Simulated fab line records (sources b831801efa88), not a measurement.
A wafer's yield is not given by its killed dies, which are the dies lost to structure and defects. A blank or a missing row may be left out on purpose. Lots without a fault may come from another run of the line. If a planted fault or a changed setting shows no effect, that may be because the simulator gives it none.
Matching of chambers + flow sky130 + cmp-01 running SKY_CONTACT_CMP_04: 4 sister chambers
The step polishes SiO2. 8 wafers are shown with their chamber, then 7 later ones without.

WAFERS, EACH WITH ITS CHAMBER
| wafer  | chamber | motorCurrentA (A) | timeToEndpointS (s) |
|--------|---------|-------------------|---------------------|
| L576.2 | 3       | 11.9              | 77                  |
| L578.4 | 1       | 11.0              | 86                  |
| L578.5 | 3       | 11.6              | 78                  |
| L580.1 | 1       | 10.7              | 80                  |
| L582.1 | 0       | 11.9              | 83                  |
| L582.5 | 2       | 9.8               | 77                  |
| L586.4 | 0       | 13.1              | 88                  |
| L586.5 | 2       | 9.1               | 80                  |

WAFERS MISSING THEIR CHAMBER
| wafer  | motorCurrentA (A) | timeToEndpointS (s) |
|--------|-------------------|---------------------|
| L586.6 | 11.0              | 89                  |
| L587.2 | 12.4              | 87                  |
| L587.4 | 11.5              | 82                  |
| L587.6 | 10.7              | 85                  |
| L591.3 | 9.7               | 84                  |
| L591.4 | 11.5              | 88                  |
| L591.6 | 9.4               | 85                  |

WHICH CHAMBER EACH ONE RAN IN
| wafer  | from the rows above          | in truth |
|--------|------------------------------|----------|
| L586.6 | can't be placed: 1 or 0      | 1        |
| L587.2 | 0                            | 0        |
| L587.4 | can't be placed: 1 or 3 or 0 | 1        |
| L587.6 | 1                            | 1        |
| L591.3 | can't be placed: 2 or 1      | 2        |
| L591.4 | can't be placed: 1 or 0 or 3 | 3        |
| L591.6 | can't be placed: 2 or 1      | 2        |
Correctly placed: 2 of 7. Cannot be placed on the basis of these rows: 5; the candidates contain the true chamber in 5. Placed wrongly: 0.
How it was worked out, from the rows above alone: a wafer's distance from a chamber is the root of the sum, over the readings, of the square of ((its reading less the chamber's mean) divided by the reading's scatter). If the next closest chamber is less than 2 further off than the closest, the wafer can't be placed; otherwise it belongs to the closest. Each chamber's mean is taken over the wafers shown for it. The scatter is the square root of a quotient: the sum, over the shown wafers, of each reading's squared deviation from its chamber's mean, divided by wafers minus chambers.
